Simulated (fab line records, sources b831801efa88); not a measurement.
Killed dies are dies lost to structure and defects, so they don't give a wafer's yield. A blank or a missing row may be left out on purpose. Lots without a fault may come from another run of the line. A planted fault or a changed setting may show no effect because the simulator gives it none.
Chamber matching | flow sky130 | SKY_LI_CONTACT_CMP_02 on cmp-02: 4 sister chambers
The step polishes PSG. 4 wafers are shown with their chamber, then 12 later ones without.

WAFERS WITH THEIR CHAMBER
wafer  | chamber | motor_current_A (A)
L087.6 | 3       | 9.7
L093.6 | 1       | 10.5
L095.2 | 0       | 10.3
L095.5 | 2       | 15.0

WAFERS WITHOUT THEIR CHAMBER
wafer  | motor_current_A (A)
L094.2 | 15.1
L094.3 | 9.7
L094.5 | 10.8
L096.2 | 11.5
L096.4 | 11.2
L096.5 | 11.1
L097.1 | 14.9
L097.2 | 10.8
L097.6 | 10.2
L092.3 | 10.4
L092.4 | 10.9
L092.5 | 10.2

WHICH CHAMBER EACH WENT THROUGH
wafer  | from the rows above          | in truth
L094.2 | 2                            | 2
L094.3 | can't be placed: 3 or 0 or 1 | 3
L094.5 | can't be placed: 1 or 0 or 3 | 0
L096.2 | can't be placed: 1 or 0 or 3 | 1
L096.4 | can't be placed: 1 or 0 or 3 | 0
L096.5 | can't be placed: 1 or 0 or 3 | 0
L097.1 | 2                            | 2
L097.2 | can't be placed: 1 or 0 or 3 | 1
L097.6 | can't be placed: 0 or 1 or 3 | 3
L092.3 | can't be placed: 0 or 1 or 3 | 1
L092.4 | can't be placed: 1 or 0 or 3 | 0
L092.5 | can't be placed: 0 or 1 or 3 | 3
Placed correctly: 2 of 12. Can't be placed from these rows: 10 (the true chamber is among the candidates in 10). Placed wrongly: 0.
How it was worked out, from the rows above alone: a wafer's distance from a chamber is the root of the sum, over the readings, of the square of ((its reading less the chamber's mean) divided by the reading's scatter). The wafer belongs to the nearest chamber; if the next one is less than 2 further off, it can't be placed. A chamber's mean is the mean of its shown wafers. The scatter: with one shown wafer a chamber, the root of the mean of the squares of how far each hidden wafer lies from its nearest shown one.
